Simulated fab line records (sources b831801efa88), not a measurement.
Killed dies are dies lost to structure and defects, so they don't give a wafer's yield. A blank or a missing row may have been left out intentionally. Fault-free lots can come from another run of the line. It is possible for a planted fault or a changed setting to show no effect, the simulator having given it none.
2 desks, one fault | flow gf180mcu | what lay behind the numbers comes last; until then each desk has only its own

AT THE TOOL OWNER'S DESK: pvd sputter-04
The tool's own readings at GF_M3_SPUTTER_01 (material TiN, target thk 30 nm, time 25 s): means of the sampled wafers that have a number, for each lot that ran on this tool. A lot is out of limits, marked OUT, if its mean lies more than 4 standard deviations from the usual mean; the brackets give that distance.
Columns: A = throttle valve pct at GF_M3_SPUTTER_01, usual 29.8 %
lot  | first seen here | A
L994 | day 23 13:15    | 29.0
L100 | day 25 15:40    | 29.5
This desk's finding: nothing out of limits on any of the 2 lots.

AT THE METROLOGY DESK
Means of the sampled wafers that have a number, per lot and without regard to the tool the lot ran on: this is what the gauges read. A lot is out of limits, marked OUT, if its mean lies more than 4 standard deviations from the usual mean; the brackets give that distance.
Columns: A = V2_W_RS at GF_V2_RS_MEAS_24, usual 0.328 ohm/sq; B = V2_W_THK at GF_V2_THK_MEAS_25, usual 347 nm
lot  | first seen here | A     | B
L992 | day 22 17:46    | 0.329 | 345
L994 | day 23 12:41    | 0.327 | 352
L100 | day 25 15:06    | 0.329 | 345
L106 | day 27 07:02    | 0.332 | 341
L108 | day 27 20:24    | 0.326 | 345
This desk's finding: nothing out of limits on any of the 5 lots.

BROUGHT TOGETHER
Nothing out of limits was seen by the tool owner's desk.
Nothing out of limits was seen by the metrology desk.

WHAT THE SIMULATOR PUT IN
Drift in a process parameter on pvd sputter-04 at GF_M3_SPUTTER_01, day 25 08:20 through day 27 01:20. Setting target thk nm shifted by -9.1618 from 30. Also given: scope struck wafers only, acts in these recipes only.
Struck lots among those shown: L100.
